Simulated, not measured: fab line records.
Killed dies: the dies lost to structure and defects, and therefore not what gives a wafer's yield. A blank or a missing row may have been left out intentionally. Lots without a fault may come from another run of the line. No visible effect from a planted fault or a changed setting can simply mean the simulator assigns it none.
What tool caused it? | flow gf180mcu | 12 lots, 36 wafers sampled, at 5 steps of a route of 602

== WHAT THE GAUGES READ, wafer by wafer ==
GF_HV_LDD_TW_MEAS_11. Usual: HV_LDD_TW 2429, standard deviation 41.
lot  | measured     | on            | HV_LDD_TW      | flag
L582 | day 10 16:02 | film_metro-04 | 2391 2388 2391 |
L583 | day 10 20:20 | film_metro-04 | 2396 2385 2389 |
L584 | day 11 07:25 | film_metro-04 | 2381 2387 2400 |
L586 | day 11 22:14 | film_metro-03 | 2476 2495 2492 |
L588 | day 12 07:53 | film_metro-03 | 2485 2475 2491 |
L590 | day 13 04:53 | film_metro-02 | 2407 2411 2410 |
L592 | day 13 16:08 | film_metro-02 | 2400 2405 2406 |
L593 | day 13 22:15 | film_metro-02 | 2411 2408 2397 |
L595 | day 14 15:49 | film_metro-03 | 2470 2479 2467 |
L596 | day 15 06:05 | film_metro-03 | 2392 2398 2392 |
L601 | day 16 17:20 | film_metro-02 | 2336 2335 2327 |
L603 | day 17 02:32 | film_metro-02 | 2397 2397 2408 |

GF_HV_LDD_OVL_MEAS_20. Usual: HV_LDD_01_OVL -0.7 nm, standard deviation 1.5.
lot  | measured     | on         | HV_LDD_01_OVL (nm) | flag
L582 | day 11 10:08 | overlay-01 | 0.6 0.9 -1.3       |
L583 | day 11 15:30 | overlay-01 | -1.9 -1.2 -2.0     |
L584 | day 12 02:00 | overlay-01 | -1.2 -0.6 -0.8     |
L586 | day 12 17:01 | overlay-01 | -1.9 -0.5 -1.4     |
L588 | day 13 03:39 | overlay-01 | -1.8 -1.3 -2.3     |
L590 | day 14 00:31 | overlay-02 | -1.2 -0.7 -1.6     |
L592 | day 14 12:33 | overlay-02 | -3.0 -0.9 -0.5     |
L593 | day 14 18:25 | overlay-01 | 0.4 1.2 -0.7       |
L595 | day 15 12:32 | overlay-01 | 0.2 -0.4 -1.2      |
L596 | day 16 03:52 | overlay-02 | 1.6 2.3 0.6        |
L601 | day 17 16:41 | overlay-02 | 2.5 1.4 3.0        |
L603 | day 18 01:55 | overlay-02 | 0.1 -0.8 -0.6      |

GF_HV_LDD_RS_MEAS_53: measurement is done with a four-point probe. Usual: HV_LDD_RS 418.9 ohm/sq, standard deviation 1.1.
lot  | measured     | on            | HV_LDD_RS (ohm/sq) | flag
L582 | day 13 01:52 | film_metro-04 | 419.7 419.0 419.4  |
L583 | day 13 07:40 | film_metro-03 | 418.2 418.2 419.9  |
L584 | day 13 18:25 | film_metro-02 | 419.5 419.3 418.2  |
L586 | day 14 11:07 | film_metro-03 | 419.2 419.2 417.8  |
L588 | day 14 22:53 | film_metro-03 | 418.7 417.0 418.3  |
L590 | day 15 20:30 | film_metro-02 | 418.9 419.4 418.4  |
L592 | day 16 09:33 | film_metro-04 | 419.3 419.7 418.4  |
L593 | day 16 16:43 | film_metro-04 | 418.8 418.9 418.5  |
L595 | day 17 11:47 | film_metro-03 | 418.9 418.2 418.4  |
L596 | day 18 03:11 | film_metro-03 | 442.0 440.3 440.9  | OFF
L601 | day 19 18:05 | film_metro-04 | 442.3 443.1 441.3  | OFF
L603 | day 20 03:04 | film_metro-04 | 421.3 420.3 421.2  |

== EACH LOT AND THE TOOL THAT RAN IT (in order: tool; ch and the chambers of the sampled wafers; start) ==
lot  | GF_POLY_GATE_ETCH_12               | GF_HV_LDD_IMPLANT_09
L582 | rie_diel-02 ch 0,3, day 9 19:30    | implanter-02 ch 0, day 10 15:47
L583 | rie_diel-04 ch 1,2, day 10 00:41   | implanter-01 ch 0, day 10 20:05
L584 | rie_diel-04 ch 1,3, day 10 11:30   | implanter-04 ch 0, day 11 07:10
L586 | rie_diel-02 ch 2,3, day 11 00:08   | implanter-01 ch 0, day 11 21:59
L588 | rie_diel-03 ch 0,3, day 11 11:38   | implanter-01 ch 0, day 12 07:40
L590 | rie_diel-03 ch 0,1,2, day 12 05:18 | implanter-01 ch 0, day 13 04:40
L592 | rie_diel-02 ch 0,2,3, day 12 18:00 | implanter-04 ch 0, day 13 15:53
L593 | rie_diel-04 ch 0,2,3, day 13 00:03 | implanter-04 ch 0, day 13 22:02
L595 | rie_diel-02 ch 2,3, day 13 14:38   | implanter-04 ch 0, day 14 15:34
L596 | rie_diel-04 ch 0,1,2, day 14 02:50 | implanter-04 ch 0, day 15 05:53
L601 | rie_diel-04 ch 0,2,3, day 15 16:43 | implanter-04 ch 0, day 16 17:05
L603 | rie_diel-03 ch 1,2,3, day 16 02:25 | implanter-01 ch 0, day 17 02:17
- GF_POLY_GATE_ETCH_12: etches BARC in N2/H2.
- GF_HV_LDD_IMPLANT_09

== AS READ BY THE TOOLS THEMSELVES (means over the sampled wafers that have a number; for cases with no such wafer, the mark the record gives instead) ==
GF_POLY_GATE_ETCH_12. Usual: chamber_pressure_mTorr 30.001 mTorr, standard deviation 0.027; drypump_motor_current_A 5.6 A, standard deviation 0.52; n2_flow_sccm 100.02 sccm, standard deviation 0.3; oes_product_au 0.736 a.u., standard deviation 0.0044; throttle_valve_pct 13.215 %, standard deviation 0.01.
lot  | tool        | chamber_pressure_mTorr (mTorr) | drypump_motor_current_A (A) | n2_flow_sccm (sccm) | oes_product_au (a.u.) | throttle_valve_pct (%) | flag
L582 | rie_diel-02 | 29.980                         | 5.5                         | 99.98               | 0.740                 | 13.224                 |
L583 | rie_diel-04 | 29.991                         | 5.3                         | 99.97               | 0.736                 | 13.210                 |
L584 | rie_diel-04 | 30.019                         | 4.9                         | 99.97               | 0.739                 | 13.212                 |
L586 | rie_diel-02 | 30.021                         | 5.5                         | 100.45              | 0.734                 | 13.212                 |
L588 | rie_diel-03 | 30.010                         | 5.5                         | 99.77               | 0.739                 | 13.225                 |
L590 | rie_diel-03 | 30.007                         | 5.4                         | 100.12              | 0.738                 | 13.212                 |
L592 | rie_diel-02 | 30.006                         | 5.7                         | 100.12              | 0.735                 | 13.213                 |
L593 | rie_diel-04 | 30.009                         | 5.7                         | 100.11              | 0.733                 | 13.203                 |
L595 | rie_diel-02 | 30.011                         | 5.7                         | 99.90               | 0.738                 | 13.209                 |
L596 | rie_diel-04 | 29.984                         | 5.5                         | 100.13              | 0.735                 | 13.208                 |
L601 | rie_diel-04 | 29.972                         | 5.7                         | 99.90               | 0.736                 | 13.211                 |
L603 | rie_diel-03 | 29.995                         | 5.2                         | 99.97               | 0.738                 | 13.214                 |

GF_HV_LDD_IMPLANT_09. Usual: dose_ions_cm2 1.0001e+14, standard deviation 1.1e+11; end_station_pressure_torr 5.43e-06 Torr, standard deviation 2.6e-07; faraday_current_uA 562, standard deviation 11.
lot  | tool         | dose_ions_cm2 | end_station_pressure_torr (Torr) | faraday_current_uA | flag
L582 | implanter-02 | 1.0015e+14    | 5.44e-06                         | 559                |
L583 | implanter-01 | 1.0012e+14    | 5.36e-06                         | 565                |
L584 | implanter-04 | 1.0003e+14    | 5.46e-06                         | 553                |
L586 | implanter-01 | 9.9963e+13    | 5.62e-06                         | 556                |
L588 | implanter-01 | 9.9990e+13    | 5.36e-06                         | 555                |
L590 | implanter-01 | 1.0001e+14    | 5.69e-06                         | 561                |
L592 | implanter-04 | 9.9880e+13    | 5.29e-06                         | 570                |
L593 | implanter-04 | 1.0009e+14    | 5.49e-06                         | 567                |
L595 | implanter-04 | 1.0004e+14    | 5.35e-06                         | 549                |
L596 | implanter-04 | 8.8807e+13    | 5.26e-06                         | 512                | OFF
L601 | implanter-04 | 8.8887e+13    | 5.51e-06                         | 498                | OFF
L603 | implanter-01 | 9.9943e+13    | 5.44e-06                         | 576                |

== THE ANSWER, worked out from the rows above alone ==
Rule: take the mean of a lot's wafers that have a number; if it is more than 3 standard deviations from the usual mean, the lot is off. A lot without any number at a reading at which 4 lots or more have one is off too. All remaining lots with rows at the step are treated as sound. After the gauges, taken in route order, come the tools' own readings; for these a lot's mean is taken, as printed above. The first step at which some lot is off is used, and at that step the reading that is off furthest; a lot without a number counts as furthest.
Off: L596, L601, seen at GF_HV_LDD_RS_MEAS_53 (HV_LDD_RS).
If a tool, at a process step before that reading, ran all the lots that are off and no sound lot after the first of them, it fits. The gauges at GF_HV_LDD_RS_MEAS_53 aren't tried: what is off there is off at GF_HV_LDD_IMPLANT_09 too, on other tools, and a gauge's error can't cause that. Can't be told from this: 2 tools fit, rie_diel-04 at GF_POLY_GATE_ETCH_12, implanter-04 at GF_HV_LDD_IMPLANT_09.

== WHAT WAS PUT IN BY THE SIMULATOR ==
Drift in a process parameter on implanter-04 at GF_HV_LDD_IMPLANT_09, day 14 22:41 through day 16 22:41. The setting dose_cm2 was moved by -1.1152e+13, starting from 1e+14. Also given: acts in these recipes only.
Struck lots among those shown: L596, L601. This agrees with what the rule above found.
